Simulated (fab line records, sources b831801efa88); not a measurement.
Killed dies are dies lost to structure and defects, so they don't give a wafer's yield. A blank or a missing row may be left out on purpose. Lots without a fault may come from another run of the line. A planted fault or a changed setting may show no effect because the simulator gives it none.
Problem report in the 8D (eight disciplines) form, filled by code | flow gf180mcu | the parts of the form that need people (team, actions taken, sign-off) are left out

1. THE PROBLEM
dose_ions_cm2 at GF_HV_LDD_IMPLANT_48 reads a mean of 3e+13 on 9 wafers of 3 lots; wafers without a fault read 3e+13 with a standard deviation of 3.1e+10. That is -99 or more standard deviations from the usual mean.
First seen on wafer L931.1, day 14 04:26, on implanter-01. The record holds 42 wafers of 14 lots with a number at this step. Rule for "out", or "out of limits": more than 4 standard deviations from the usual mean. The other wafers with a number count as sound.

2. WHAT IT IS AND WHAT IT IS NOT
question                    | is                     | is not
which readings at this step | dose_ions_cm2          | tilt_deg
which lots                  | L931, L932, L933       | L930, L935, L940, L941, L943, L944, L945, L946, L947, L948, L949
which wafers of those lots  | all that have a number | -
read on which tools         | implanter-01           | implanter-02, implanter-04
when                        | from day 14 04:26      | up to then (3 sound wafers); but 30 sound wafers of L935, L940, L941, L943, L944, L945, L946, L947, L948, L949 came after

3. SUSPECTS, AND WHAT RULES EACH OUT
Counting: a tool at a process step up to the reading stays a suspect if it ran every lot that is out and no sound lot after the first of them.
- implanter-01 at GF_HV_LDD_IMPLANT_48: ruled out as a lasting fault. Sound lots L947, L949 ran on it after its first lot that is out, L931 (day 14 04:26).
Left after counting: nothing in the record.

4. THE CAUSE (what the simulator had put in)
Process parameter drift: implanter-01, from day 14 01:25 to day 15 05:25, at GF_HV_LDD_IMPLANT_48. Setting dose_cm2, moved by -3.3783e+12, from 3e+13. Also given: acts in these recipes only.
Counting ruled it out, wrongly.

5. THE CHAIN OF EFFECTS, in route order
Each row: a reading whose mean over the struck wafers that have a number lies more than 3 standard deviations from the usual. Only readings for which the record gives a usual standard deviation are gone through. hours: the time from each lot's start at the first step in this table that gives one to its start at this step, as a median over the lots. sigmas: the change in usual standard deviations.
hours | step                 | reading            | usual | on struck wafers | change | sigmas
0     | GF_HV_LDD_IMPLANT_48 | dose_ions_cm2      | 3e+13 | 3e+13            | -3e+12 | -99 or more
0     | GF_HV_LDD_IMPLANT_48 | faraday_current_uA | 169   | 151              | -18    | -5.2
The process steps in it:
- GF_HV_LDD_IMPLANT_48
Later measuring or inspecting steps at which every struck wafer that the step has a row for has a number for every such reading, and none has moved that far: GF_SAB_CD_MEAS_09, GF_CONTACT_THK_MEAS_01.

6. WHAT WOULD HAVE CAUGHT IT SOONER
In this record the first reading out of limits was taken at day 14 04:26, 3 hours after the fault began at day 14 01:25.
